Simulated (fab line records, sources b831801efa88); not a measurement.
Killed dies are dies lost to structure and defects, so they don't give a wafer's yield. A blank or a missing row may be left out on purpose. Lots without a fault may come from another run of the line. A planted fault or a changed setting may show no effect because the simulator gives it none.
Tool commonality check | flow gf180mcu | 12 lots, 36 wafers sampled

WHY IT WAS OPENED
At GF_V4_CD_MEAS_14 the reading cd_nm is flagged on 3 of 12 lots. Wafers without a fault read 259.3 nm, standard deviation 1.2.
Rule: a lot is flagged when every wafer of it that has a number lies more than 4 standard deviations from that mean, or none has a number. The other lots count as sound.

lot  | measured     | on        | cd_nm (nm), wafer by wafer | flag
L888 | day 25 00:10 | cd_sem-01 | 259.3 258.9 259.3          |
L890 | day 25 16:55 | cd_sem-01 | 259.8 258.4 259.0          |
L892 | day 26 06:58 | cd_sem-02 | 259.1 259.7 260.0          |
L894 | day 27 05:49 | cd_sem-01 | 256.7 256.8 256.1          |
L897 | day 27 18:04 | cd_sem-02 | 258.6 259.0 259.6          |
L896 | day 27 20:58 | cd_sem-02 | 259.6 258.4 258.0          |
L901 | day 29 02:07 | cd_sem-02 | 272.1 272.1 271.4          | FLAGGED
L904 | day 29 17:59 | cd_sem-02 | 272.1 271.8 271.7          | FLAGGED
L905 | day 30 04:29 | cd_sem-01 | 260.1 258.8 260.0          |
L906 | day 30 12:22 | cd_sem-01 | 272.7 271.9 271.8          | FLAGGED
L908 | day 30 22:11 | cd_sem-02 | 259.9 258.6 259.7          |
L909 | day 31 15:08 | cd_sem-02 | 260.7 261.0 260.6          |
The numbers of the flagged lots are 272.0 nm on average: +12.7 nm against the usual, or +11 standard deviations.

WHICH TOOL RAN EACH LOT
The record holds 2 process steps before the reading, out of a route of 602 steps. In each cell: the tool, then ch and the chambers that the sampled wafers went through, then the start.
lot  | flag    | GF_M4_METAL_ETCH_16               | GF_V4_PEB_12
L888 |         | rie_metal-03 ch 0,1, day 24 00:25 | litho_track-01 ch 0, day 24 23:49
L890 |         | rie_metal-03 ch 0,1, day 24 18:07 | litho_track-02 ch 0, day 25 16:29
L892 |         | rie_metal-03 ch 0,1, day 25 08:01 | litho_track-01 ch 0, day 26 06:37
L894 |         | rie_metal-01 ch 0,1, day 26 07:28 | litho_track-01 ch 0, day 27 05:28
L897 |         | rie_metal-02 ch 0,1, day 26 20:16 | litho_track-01 ch 0, day 27 17:43
L896 |         | rie_metal-02 ch 0,1, day 27 00:22 | litho_track-02 ch 0, day 27 20:37
L901 | FLAGGED | rie_metal-01 ch 0,1, day 28 06:01 | litho_track-02 ch 0, day 29 01:46
L904 | FLAGGED | rie_metal-01 ch 0,1, day 28 21:44 | litho_track-02 ch 0, day 29 17:34
L905 |         | rie_metal-02 ch 1, day 29 08:29   | litho_track-03 ch 0, day 30 04:08
L906 | FLAGGED | rie_metal-03 ch 0,1, day 29 16:34 | litho_track-02 ch 0, day 30 12:02
L908 |         | rie_metal-01 ch 0,1, day 30 02:37 | litho_track-03 ch 0, day 30 21:50
L909 |         | rie_metal-02 ch 0,1, day 30 19:34 | litho_track-03 ch 0, day 31 14:47
What these steps do:
- GF_M4_METAL_ETCH_16: etches the open film in Cl2/BCl3, stops on SiO2, target depth 627.5 nm, time 104.6 s.
- GF_V4_PEB_12: peb time 90 s.
- GF_V4_CD_MEAS_14: target cd 260 nm.

FLAGGED OVER TOTAL, TOOL BY TOOL (the gauges that took the reading come last)
step                | tool           | lots run | flagged | share of the flagged lots | sound lots run after its first flagged lot
GF_M4_METAL_ETCH_16 | rie_metal-01   | 4        | 2       | some                      | 1 (L908)
GF_M4_METAL_ETCH_16 | rie_metal-02   | 4        | 0       | none                      | -
GF_M4_METAL_ETCH_16 | rie_metal-03   | 4        | 1       | some                      | 0
GF_V4_PEB_12        | litho_track-01 | 4        | 0       | none                      | -
GF_V4_PEB_12        | litho_track-02 | 5        | 3       | all                       | 0
GF_V4_PEB_12        | litho_track-03 | 3        | 0       | none                      | -
GF_V4_CD_MEAS_14    | cd_sem-01      | 5        | 1       | some                      | 0
GF_V4_CD_MEAS_14    | cd_sem-02      | 7        | 2       | some                      | 2 (L908,L909)

WHAT THE TABLE ALLOWS
1 row of the table ran every flagged lot: litho_track-02 at GF_V4_PEB_12.
- litho_track-02 at GF_V4_PEB_12: 3 of its 5 lots flagged. Its last sound lot is L896 (day 27 20:37), its first flagged lot L901 (day 29 01:46): a fault that began between those two fits. Its own readings lie more than 4 standard deviations out on every wafer of the flagged lots: heater_power_total_W, plate_temp_C.
One tool is left: litho_track-02 at GF_V4_PEB_12.

WHAT THE SIMULATOR HAD PUT IN
Process parameter drift: litho_track-02, from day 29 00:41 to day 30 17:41, at GF_V4_PEB_12. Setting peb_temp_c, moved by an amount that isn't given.
Lots struck among those shown: L901, L904, L906. The rule above found the same.
